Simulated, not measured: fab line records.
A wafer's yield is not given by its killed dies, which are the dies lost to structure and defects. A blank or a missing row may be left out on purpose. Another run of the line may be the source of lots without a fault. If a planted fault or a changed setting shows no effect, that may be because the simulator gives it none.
Problem report in the 8D (eight disciplines) form, filled by code + flow gf180mcu + the parts of the form that need people (team, actions taken, sign-off) are left out

## 1. THE PROBLEM
Wafers without a fault read 93.05 W, standard deviation 0.056; heater_power_total_W at GF_V2_SOFTBAKE_10 reads a mean of 98.64 W on 3 wafers belonging to 2 lots. So: +99 or more standard deviations from the usual mean.
The step: time 60 s.
First seen on wafer L736.3, day 26 16:00, on litho_track-01. The record holds 36 wafers of 12 lots with a number at this step. Rule for "out", or "out of limits": more than 4 standard deviations from the usual mean. The other wafers with a number count as sound.

## 2. WHAT IT IS, AND WHAT IT ISN'T
| question                    | is                                 | is not                                                                    |
|-----------------------------|------------------------------------|---------------------------------------------------------------------------|
| which readings at this step | heater_power_total_W, run_length_s | -                                                                         |
| which lots                  | L736, L738                         | L716, L717, L719, L721, L723, L724, L725, L728, L731, L739                |
| which wafers of those lots  | L736.3, L738.1, L738.3             | L736.5, L736.6, L738.5                                                    |
| read on which tools         | litho_track-01                     | litho_track-03, litho_track-04                                            |
| when                        | from day 26 16:00                  | up to then (29 sound wafers); but 4 sound wafers of L738, L739 came after |

## 3. SUSPECTS, AND WHAT RULES EACH OUT
Counting: any tool at a process step up to the reading remains a suspect provided it ran every lot that is out. Sound lots after the first of them don't rule it out here, since some wafers of a struck lot are sound.
- pvd_sputter-03 at GF_M2_SPUTTER_02 (material AlCu, target thk 450 nm, time 23.9 s): kept. Every lot that is out went through it, the first being L736 (day 25 07:19); the last sound lot it ran before that was L724 (day 21 00:55).
- rie_metal-02 at GF_M2_METAL_ETCH_16 (etches the open film in Cl2/BCl3, stops on SiO2, target depth 627.5 nm, time 104.6 s): kept. Every lot that is out went through it, the first being L736 (day 26 05:13); the last sound lot it ran before that was L731 (day 24 17:23).
- litho_track-01 at GF_V2_SOFTBAKE_10 (time 60 s): kept. Every lot that is out went through it, the first being L736 (day 26 16:00); the last sound lot it ran before that was L728 (day 23 21:00). Its own readings are out on those wafers: heater_power_total_W, run_length_s.
Left after counting: pvd_sputter-03 at GF_M2_SPUTTER_02, rie_metal-02 at GF_M2_METAL_ETCH_16, litho_track-01 at GF_V2_SOFTBAKE_10.

## 4. THE CAUSE (what the simulator had put in)
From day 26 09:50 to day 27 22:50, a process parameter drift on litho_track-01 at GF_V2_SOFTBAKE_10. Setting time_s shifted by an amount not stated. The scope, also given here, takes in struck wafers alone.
3 suspects survive the count, and this tool is in that group.

## 5. THE CHAIN OF EFFECTS, in route order
Rows list readings where the struck wafers' mean (over those with a number) sits beyond 3 standard deviations from the usual. Only readings for which the record gives a usual standard deviation are gone through. hours: the time from each lot's start at the first step in this table that gives one to its start at this step, as a median over the lots. sigmas: the change in usual standard deviations.
| hours | step              | reading              | usual   | on struck wafers | change | sigmas      |
|-------|-------------------|----------------------|---------|------------------|--------|-------------|
| 0     | GF_V2_SOFTBAKE_10 | heater_power_total_W | 93.05 W | 98.64            | +5.59  | +99 or more |
| 0     | GF_V2_SOFTBAKE_10 | run_length_s         | 89.13 s | 79.60            | -9.53  | -87         |
Its process steps:
- GF_V2_SOFTBAKE_10: time 60 s.

## 6. WHAT WOULD HAVE CAUGHT IT SOONER
6 hours passed between the start of the fault at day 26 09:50 and the first reading out of limits in this record, taken at day 26 16:00.
